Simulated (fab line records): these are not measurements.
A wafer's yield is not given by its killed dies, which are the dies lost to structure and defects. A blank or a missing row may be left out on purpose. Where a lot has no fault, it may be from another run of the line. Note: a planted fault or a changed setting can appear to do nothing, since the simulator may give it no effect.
fab line records ; flow sky130 ; part 2 of 2: steps 29 to 36 of 36
record lots=5; wafers=15; lastDay=48
route steps=708 shown CONTACT@424 METAL1@434 VIA1@458
lots that met no fault: taken from a fault-free run of the same line
startH: hours from the record's first day to the start of the lot's first wafer shown ; waitH: hours from the lot's prior step to this one ; " unchanged from the row above ; L1.1+2: a row that stands for several wafers ; - value missing, or start not given ; * or withheld: withheld ; < > ~ a bound
route shown NAME@n: a module of which the file shows steps, and the number in the route of the first ; usual: mean and standard deviation over wafers with no fault ; same: alike in all rows ; chamber/n: place in a boat ; sites: readings site by site ; _std_site: their standard deviation ; _edge_site: the outer-site mean with the inner-site mean subtracted ; radiusMm: how far each site lies from the wafer's centre ; mask NAME#n: copy n ; behind: tool/chamber where the wafer was last shaped ; hold: cause of the lot's hold/its duration in hours/its outcome ; device: which transistor (n, p or np) failed to switch ; end of line: tests of these same wafers at the route's end ; a step given without rows: its recipe and nothing more ; killed: the dies lost at the first sort to structure and to defects; this is not the yield of the wafer ; map: per-die view of a wafer (x killed, . not killed, _ where there is no die)
set.NAME: the setting the step ran with; set.NAME@STEP: the setting that earlier step ran with ; model.NAME: the simulator's own value behind a step, which no gauge read
lots at selected steps of the route; one table per step, one row per wafer
services: from which hour (startH, from the record's first day; less than 0 if before it) a tool's chamber was out of use, for how many hours, and why
## steps
# step SKY_METAL1_ETCH_18
# recipe chemistry=N2/H2; target=BARC; ionEnergyEv=200; biasW=100; pressureMtorr=30; n2FlowSccm=100; h2FlowSccm=200; icpW=500; stopOn=SiO2; timeS=45.9; targetDepthA=600
# usual drypumpMotorCurrentA=5.9/0.58; heBacksideLeakSccm=3.37/0.28; oesProductAu=0.853/0.0047; rfFwdPowerW=493.8/2.1; throttleValvePct=13.225/0.0099
lot.wafer;tool;chamber;startH;waitH;drypumpMotorCurrentA;heBacksideLeakSccm;oesProductAu;rfFwdPowerW;rfHoursCounterH;throttleValvePct
L076.3;rieMetal-04;1;786.58;0.0;6.3;3.56;0.845;495.7;-;13.223
L076.4;rieMetal-04;0;786.58;0.0;6.1;3.67;0.852;496.1;-;13.230
L076.5;rieMetal-04;0;786.58;0.0;6.1;3.55;0.856;496.9;-;13.215
L077.1;rieMetal-03;1;791.49;0.0;5.1;3.25;0.856;493.3;1;13.229
L077.2;rieMetal-03;0;791.49;0.0;5.0;3.28;0.853;495.3;2;13.230
L077.3;rieMetal-03;0;791.49;0.0;5.0;3.03;0.853;495.0;-;13.217
L078.3;rieMetal-01;1;794.84;0.0;6.3;3.53;0.843;492.3;-;13.217
L078.4;rieMetal-01;0;794.84;0.0;6.3;6.15;0.856;491.4;-;13.221
L078.6;rieMetal-01;1;794.84;0.0;6.3;3.43;0.854;494.3;-;13.218
L085.2;rieMetal-03;0;852.44;0.0;5.0;3.09;0.858;496.4;4;13.231
L085.3;rieMetal-03;0;852.44;0.0;5.0;2.97;0.846;493.8;-;13.221
L085.6;rieMetal-03;0;852.44;0.0;5.0;3.12;0.846;493.2;-;13.220
L087.1;rieMetal-03;1;865.06;0.0;5.1;3.31;0.853;492.6;4;13.235
L087.4;rieMetal-03;1;865.06;0.0;5.1;3.32;0.846;490.7;-;13.208
L087.5;rieMetal-03;1;865.06;0.0;5.1;3.39;0.856;490.1;-;13.221
# step SKY_METAL1_METAL_ETCH_19
# recipe targetDepthA=3600; stopOn=SiO2; overEtchFrac=0.3; timeS=78; chemistry=Cl2/BCl3; resistSidewallDeg=88; pressureMtorr=10; icpW=900; biasW=48.5; Cl2_flow_sccm=60; bcl3FlowSccm=30
# usual drypumpMotorCurrentA=5.9/0.57; heBacksideLeakSccm=3.4/0.31; oesProductAu=0.852/0.0055; rfFwdPowerW=893/3.6; throttleValvePct=22.265/0.0088
lot.wafer;tool;chamber;startH;waitH;drypumpMotorCurrentA;heBacksideLeakSccm;oesProductAu;rfFwdPowerW;rfHoursCounterH;throttleValvePct
L076.3;rieMetal-04;1;786.65;0.1;6.3;3.2;0.853;893;-;22.274
L076.4;rieMetal-04;0;786.65;0.1;6.1;3.7;0.856;896;-;22.265
L076.5;rieMetal-04;0;786.65;0.1;6.1;3.5;0.851;898;-;22.267
L077.1;rieMetal-03;1;791.56;0.0;5.1;3.3;0.856;893;1;22.262
L077.2;rieMetal-03;0;791.56;0.0;5.0;3.0;0.859;900;2;22.278
L077.3;rieMetal-03;0;791.56;0.0;5.0;3.1;0.852;894;-;22.286
L078.3;rieMetal-01;1;794.91;0.1;6.3;3.2;0.851;893;-;22.266
L078.4;rieMetal-01;0;794.91;0.1;6.3;3.3;0.849;891;-;22.273
L078.6;rieMetal-01;1;794.91;0.1;6.3;3.4;0.853;891;-;22.257
L085.2;rieMetal-03;0;852.51;0.0;4.9;3.1;0.859;896;4;22.245
L085.3;rieMetal-03;0;852.51;0.0;4.9;3.2;0.852;898;-;22.272
L085.6;rieMetal-03;0;852.51;0.0;4.9;2.9;0.847;898;-;22.255
L087.1;rieMetal-03;1;865.12;0.0;5.1;3.4;0.846;887;4;22.266
L087.4;rieMetal-03;1;865.12;0.0;5.1;3.3;0.849;886;-;22.255
L087.5;rieMetal-03;1;865.12;0.0;5.1;3.3;0.855;893;-;22.267
# step SKY_METAL1_STRIP_20
# recipe chemistry=O2/N2; powerW=1400; pressureMtorr=1500; platenTempC=withheld; o2FlowSccm=3000; n2FlowSccm=300; overashFraction=0.5
# usual drypumpMotorCurrentA=5.8/0.54; oesProductAu=0.342/0.0049; stripTimeToEndpointS=2.69/0.041
lot.wafer;tool;chamber;startH;waitH;drypumpMotorCurrentA;oesProductAu;rfHoursCounterH;stripTimeToEndpointS
L076.3;plasmaAsher-01;0;786.74;0.1;6.5;0.335;-;2.68
L076.4;plasmaAsher-01;1;786.74;0.1;6.6;0.341;-;2.72
L076.5;plasmaAsher-01;0;786.74;0.1;6.5;0.344;-;2.74
L077.1;plasmaAsher-04;1;791.65;0.1;5.2;0.340;68;2.69
L077.2;plasmaAsher-04;0;791.65;0.1;5.5;0.348;68;2.67
L077.3;plasmaAsher-04;1;791.65;0.1;5.2;0.338;-;2.66
L078.3;plasmaAsher-04;1;795.01;0.1;5.2;0.346;-;2.72
L078.4;plasmaAsher-04;0;795.01;0.1;5.6;0.338;-;2.66
L078.6;plasmaAsher-04;0;795.01;0.1;5.6;0.349;-;2.68
L085.2;plasmaAsher-04;0;852.60;0.1;5.6;0.347;73;2.72
L085.3;plasmaAsher-04;0;852.60;0.1;5.5;0.337;-;2.67
L085.6;plasmaAsher-04;1;852.60;0.1;5.2;0.343;-;2.69
L087.1;plasmaAsher-02;1;865.21;0.1;5.7;0.342;11;2.68
L087.4;plasmaAsher-02;0;865.21;0.1;5.3;0.344;-;2.67
L087.5;plasmaAsher-02;0;865.21;0.1;5.4;0.334;-;2.67
# step SKY_METAL1_STRIP_21
# recipe chemistry=postEtchResidueRemover; timeS=1200; tempC=72.5
# usual bathGuardTempC=72.4/0.52
lot.wafer;tool;chamber;startH;waitH;bathGuardTempC
L076.3;wetBench-04;2;786.81;0.0;72.4
L076.4;wetBench-04;2;786.81;0.0;72.5
L076.5;wetBench-04;2;786.81;0.0;72.3
L077.1;wetBench-03;0;791.75;0.1;71.5
L077.2;wetBench-03;0;791.75;0.1;71.5
L077.3;wetBench-03;0;791.75;0.1;71.9
L078.3;wetBench-03;1;795.07;0.0;73.1
L078.4;wetBench-03;1;795.07;0.0;73.0
L078.6;wetBench-03;1;795.07;0.0;73.2
L085.2;wetBench-03;1;852.70;0.1;73.0
L085.3;wetBench-03;1;852.70;0.1;72.9
L085.6;wetBench-03;1;852.70;0.1;73.1
L087.1;wetBench-04;1;865.31;0.1;72.1
L087.4;wetBench-04;1;865.31;0.1;72.5
L087.5;wetBench-04;1;865.31;0.1;72.4
# step SKY_METAL1_CLEAN_22
# recipe chemistry=IPA; timeS=180; tempC=25
lot.wafer;tool;chamber;startH;waitH
L076.3+4+5;wetBench-03;1;787.15;0.0
L077.1+2+3;wetBench-02;1;792.09;0.0
L078.3+4+6;wetBench-03;1;795.42;0.0
L085.2+3+6;wetBench-04;1;853.07;0.0
L087.1+4+5;wetBench-04;3;865.65;0.0
# step SKY_METAL1_CLEAN_23
# recipe chemistry=O3/DIW; dry=n2Spin
lot.wafer;tool;chamber;startH;waitH
L076.3+4+5;wetBench-02;1;787.21;0.0
L077.1+2+3;wetBench-03;0;792.15;0.0
L078.3+4+6;wetBench-04;2;795.47;0.0
L085.2+3+6;wetBench-03;1;853.13;0.0
L087.1+4+5;wetBench-04;2;865.71;0.0
# step SKY_VIA1_HDPCVD_00
# recipe material=SiO2; targetThkNm=1030; sigmaOpenFrac=0.3; timeS=171.7; tempC=400; sih4FlowSccm=60; pressureMtorr=6
lot.wafer;tool;chamber;startH;waitH
L076.3+4+5;hdpcvd-02;0,1,0;787.30;0.0
L077.1+2+3;hdpcvd-01;2,1,0;792.24;0.0
L078.3+4+6;hdpcvd-01;1,0,2;795.57;0.0
L085.2+3+6;hdpcvd-02;2,0,2;853.23;0.0
L087.1+4+5;hdpcvd-01;0,0,2;865.80;0.0
# step SKY_VIA1_THK_MEAS_01
# recipe reads=SiO2_of_VIA1_HDPCVD_00
# usual VIA1_HDPCVD_THK=1031/11
lot.wafer;tool;chamber;startH;waitH;VIA1_HDPCVD_THK[nm]
L076.3;filmMetro-01;-;787.43;0.1;1049
L076.4;filmMetro-01;-;787.43;0.1;1038
L076.5;filmMetro-01;-;787.43;0.1;1042
L077.1;filmMetro-04;-;792.35;0.1;1021
L077.2;filmMetro-04;-;792.35;0.1;1029
L077.3;filmMetro-04;-;792.35;0.1;1035
L078.3;filmMetro-02;-;795.71;0.1;1040
L078.4;filmMetro-02;-;795.71;0.1;1044
L078.6;filmMetro-02;-;795.71;0.1;1037
L085.2;filmMetro-01;-;853.35;0.1;1018
L085.3;filmMetro-01;-;853.35;0.1;1018
L085.6;filmMetro-01;-;853.35;0.1;1009
L087.1;filmMetro-02;-;865.91;0.1;1041
L087.4;filmMetro-02;-;865.91;0.1;1043
L087.5;filmMetro-02;-;865.91;0.1;1043
## services
tool;chamber;startH;hours;kind
rieDiel-04;1;739.51;1.7;repair
plasmaAsher-03;-;741.04;0.9;repair
pvdSputter-02;-;743.48;5.8;repair
krfScanner-02;-;751.60;0.3;repair
rieDiel-04;1;752.53;7.6;repair
plasmaAsher-04;-;752.70;0.8;repair
krfScanner-02;-;754.31;0.6;repair
rieMetal-04;-;762.89;2.8;pm
rieMetal-01;0;769.01;2.5;repair
krfScanner-02;-;791.88;1.0;repair
rieMetal-01;-;797.92;2.1;repair
plasmaAsher-04;-;801.29;12.6;repair
wetBench-02;-;801.88;95.1;repair
pvdSputter-02;-;806.54;1.6;repair
wetBench-03;-;818.57;2.8;repair
krfScanner-02;-;821.43;1.0;pm
rieMetal-03;0;822.57;13.1;repair
plasmaAsher-03;-;842.77;0.4;repair
plasmaAsher-04;-;842.84;0.3;repair
rieMetal-03;0;843.74;5.0;repair
rieDiel-04;3;849.32;2.4;repair
rieMetal-03;-;856.31;2.8;pm
krfScanner-02;-;860.05;1.3;pm
rieMetal-01;-;864.28;18.1;repair
